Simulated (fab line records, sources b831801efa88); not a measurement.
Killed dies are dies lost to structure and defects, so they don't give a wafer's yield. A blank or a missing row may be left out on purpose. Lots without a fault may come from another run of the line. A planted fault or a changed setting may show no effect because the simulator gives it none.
A struck lot beside a sound one | flow sky130 | 16 steps out of a route of 708
Sound: wafers L772.2, L772.3, L772.4. Struck: wafers L764.1, L764.2, L764.4. The cause comes at the end.
At each step with rows: each side's tool, then ch and its chambers, then its first start. Under that, the readings that differ: sound wafers | struck wafers | difference of the means | sigmas: that difference in standard deviations of wafers without a fault.
alike: readings whose means differ by less than 2 such deviations, and words and numbers that are the same on both sides. not compared: withheld readings, readings that some wafer has no value for, bounds like >300 that may hide the same value, and numbers for which the record gives no deviation and whose values overlap.
The two part at a step that has a row with sigmas, a row that says differs or no value, or rows on one side only. Numbers that don't overlap but have no deviation are shown without sigmas and don't part them. A reading that every wafer of one side lacks parts them only if that side has two wafers or more.

SKY_POLY_GATE_THK_MEAS_04:
  sound on film_metro-01, day 23 09:28; struck on film_metro-02, day 20 08:32
  alike: POLY_GATE_CVD_03_THK
then, 8 steps without rows for these wafers: SKY_POLY_GATE_DEHYDRATE_05 (time 60 s); SKY_POLY_GATE_HMDS_06 (prime time 60 s); SKY_POLY_GATE_COAT_07 (resist thk 110 nm); SKY_POLY_GATE_COAT_08 (resist thk 450 nm); SKY_POLY_GATE_SOFTBAKE_09 (time 90 s); SKY_POLY_GATE_EXPOSE_10 (exposes mask P1M, target cd 150 nm); SKY_POLY_GATE_PEB_11; SKY_POLY_GATE_DEVELOP_12 (develop time 60 s).
SKY_POLY_GATE_CD_MEAS_13: target cd 150 nm.
  sound on cd_sem-02, day 24 15:14; struck on cd_sem-01, day 21 15:08
  reading    | sound             | struck            | difference | sigmas
  cd_nm (nm) | 148.4 148.1 147.7 | 152.1 151.4 151.1 | +3.5       | +3
SKY_POLY_GATE_OVL_MEAS_14:
  sound on overlay-02, day 24 15:20; struck on overlay-01, day 21 15:15
  alike: POLY_GATE_OVL
SKY_POLY_GATE_ETCH_15: etches BARC in N2/H2, stops on SiO2, time 118.5 s, target depth 110 nm.
  sound on rie_diel-02 ch 0,1,2, day 24 15:22; struck on rie_diel-02 ch 1,2,3, day 21 15:17
  alike: bias_w, chamber_pressure_mTorr, drypump_motor_current_A, oes_product_au, throttle_valve_pct
  not compared: rf_hours_counter_h
SKY_POLY_GATE_ETCH_16: etches Si3N4 in CH3F/O2, stops on poly-Si, time 147.5 s, target depth 75 nm.
  sound on rie_diel-02 ch 0,1,2, day 24 15:27; struck on rie_diel-02 ch 1,2,3, day 21 15:22
  no value came back on the struck wafers for any of 7 readings (O2_flow_sccm (sccm), bias_w (W) and others); on the sound wafers O2_flow_sccm (sccm) reads 30.01 29.90 30.02
  reading                                          | sound             | struck          | difference | sigmas
  model.KrF-thick_of_POLY_GATE_COAT_08.thk_nm (nm) | 236.1 235.9 235.1 | 347.2 346 347.1 | +111.1     |
SKY_POLY_GATE_ETCH_17: etches poly-Si in HBr/Cl2, stops on SiO2, target depth 180 nm, time 70.5 s.
  sound on rie_si-01 ch 0,1,3, day 24 15:33; struck on rie_si-01 ch 0,2,3, day 21 15:28
  reading                                          | sound             | struck            | difference | sigmas
  model.KrF-thick_of_POLY_GATE_COAT_08.thk_nm (nm) | 142.1 140.4 141.4 | 251.8 253.3 252.9 | +111.4     |
  alike: HBr_flow_sccm, bias_w, chamber_pressure_mTorr, drypump_motor_current_A, he_backside_leak_sccm, oes_product_au, throttle_valve_pct
  not compared: rf_hours_counter_h
SKY_POLY_GATE_STRIP_18: strips in O2/N2.
  sound on plasma_asher-02 ch 0,1, day 24 15:37; struck on plasma_asher-02 ch 0,1, day 21 15:31
  reading                      | sound             | struck            | difference | sigmas
  oes_product_au (a.u.)        | 0.357 0.356 0.367 | 0.407 0.410 0.405 | +0.047     | +10
  strip_time_to_endpoint_s (s) | 3.191 3.169 3.179 | 4.354 4.362 4.379 | +1.185     | +46
  alike: chamber_pressure_mTorr, drypump_motor_current_A
  not compared: rf_hours_counter_h
then, 1 step without rows for these wafers: SKY_POLY_GATE_CLEAN_19 (cleans in SC1/SC2, time 150 s).

WHERE THEY PART
First at SKY_POLY_GATE_CD_MEAS_13; last, within this record, at SKY_POLY_GATE_STRIP_18.

WHY: what the simulator had put in
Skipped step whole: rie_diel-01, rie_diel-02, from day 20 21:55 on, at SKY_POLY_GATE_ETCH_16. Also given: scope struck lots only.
